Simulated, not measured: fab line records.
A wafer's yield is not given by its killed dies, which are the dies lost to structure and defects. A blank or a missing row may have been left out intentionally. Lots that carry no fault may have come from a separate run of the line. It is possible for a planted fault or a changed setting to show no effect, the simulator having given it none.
The tool behind it: which one? + flow sky130 + Sampling: 6 lots, 18 wafers, 4 of 708 route steps

## WHAT EACH GAUGE READ, for each wafer
SKY_VIA4_THK_MEAS_01.
| lot  | measured     | on            | VIA4_HDPCVD_THK (nm)          |
|------|--------------|---------------|-------------------------------|
| L860 | day 42 10:35 | film_metro-01 | 1761 1739 1755                |
| L861 | day 43 07:25 | film_metro-04 | 1764 1756 1761                |
| L872 | day 45 13:47 | film_metro-01 | 1768 1764 1759                |
| L874 | day 46 00:47 | film_metro-01 | 1759 1751 1760                |
| L875 | day 46 10:51 | film_metro-01 | 1735 1744 1761                |
| L882 | day 47 22:37 | film_metro-04 | 1024 1008 1030 1023 1007 1028 |

## WHICH TOOL RAN EACH LOT (tool, then ch and the chambers of the sampled wafers, then the start)
| lot  | SKY_METAL3_DESCUM_15              | SKY_METAL4_DESCUM_15              | SKY_VIA4_HDPCVD_00               |
|------|-----------------------------------|-----------------------------------|----------------------------------|
| L860 | rie_metal-03 ch 0,1, day 39 04:22 | rie_metal-04 ch 0,1, day 42 09:29 | hdpcvd-02 ch 0,2, day 42 10:24   |
| L861 | rie_metal-02 ch 0,1, day 40 02:33 | rie_metal-04 ch 0,1, day 43 06:17 | hdpcvd-02 ch 0,1,2, day 43 07:13 |
| L872 | rie_metal-02 ch 0,1, day 42 13:14 | rie_metal-03 ch 0,1, day 45 12:34 | hdpcvd-02 ch 0,1,2, day 45 13:35 |
| L874 | rie_metal-01 ch 0,1, day 43 01:42 | rie_metal-04 ch 0,1, day 45 23:41 | hdpcvd-02 ch 0,2, day 46 00:36   |
| L875 | rie_metal-03 ch 0,1, day 43 12:42 | rie_metal-02 ch 0,1, day 46 09:39 | hdpcvd-01 ch 0,1, day 46 10:34   |
| L882 | rie_metal-01 ch 0,1, day 45 04:13 | rie_metal-03 ch 0,1, day 47 21:23 | hdpcvd-02 ch 0,2, day 47 22:25   |
- SKY_METAL3_DESCUM_15: chemistry O2, time 8 s.
- SKY_METAL4_DESCUM_15: chemistry O2, time 8 s.
- SKY_VIA4_HDPCVD_00: deposits SiO2, target thk 1750 nm, time 291.7 s.

## THE ANSWER, worked out from the rows above alone
Rule: usual is defined by the lots themselves. Put in order of their means at a reading, lots are off if they are a third of the lots or fewer, leave a main group of 4 or more, and stand apart from it by a gap of 3 or more times the standard deviation of the main group's means; of several such gaps the widest counts. A main group is skipped when, at the precision printed for the reading in the tables above, its means are all equal. Also off: a lot with no number at a reading for which 4 or more lots have one. Where the step has rows for the other lots, those lots are counted as sound.
Off: at SKY_VIA4_THK_MEAS_01 (VIA4_HDPCVD_THK), L882. For the main group the mean is 1756 nm and the standard deviation 6.1.
A tool fits if, at a process step before that reading, it ran every lot that is off, and no sound lot after the first of them. Those tools and the gauges at SKY_VIA4_THK_MEAS_01 are tried in the same way. Can't be told from this: 4 tools fit, rie_metal-01 at SKY_METAL3_DESCUM_15, rie_metal-03 at SKY_METAL4_DESCUM_15, hdpcvd-02 at SKY_VIA4_HDPCVD_00, film_metro-04 at SKY_VIA4_THK_MEAS_01.

## WHAT THE SIMULATOR HAD INSERTED
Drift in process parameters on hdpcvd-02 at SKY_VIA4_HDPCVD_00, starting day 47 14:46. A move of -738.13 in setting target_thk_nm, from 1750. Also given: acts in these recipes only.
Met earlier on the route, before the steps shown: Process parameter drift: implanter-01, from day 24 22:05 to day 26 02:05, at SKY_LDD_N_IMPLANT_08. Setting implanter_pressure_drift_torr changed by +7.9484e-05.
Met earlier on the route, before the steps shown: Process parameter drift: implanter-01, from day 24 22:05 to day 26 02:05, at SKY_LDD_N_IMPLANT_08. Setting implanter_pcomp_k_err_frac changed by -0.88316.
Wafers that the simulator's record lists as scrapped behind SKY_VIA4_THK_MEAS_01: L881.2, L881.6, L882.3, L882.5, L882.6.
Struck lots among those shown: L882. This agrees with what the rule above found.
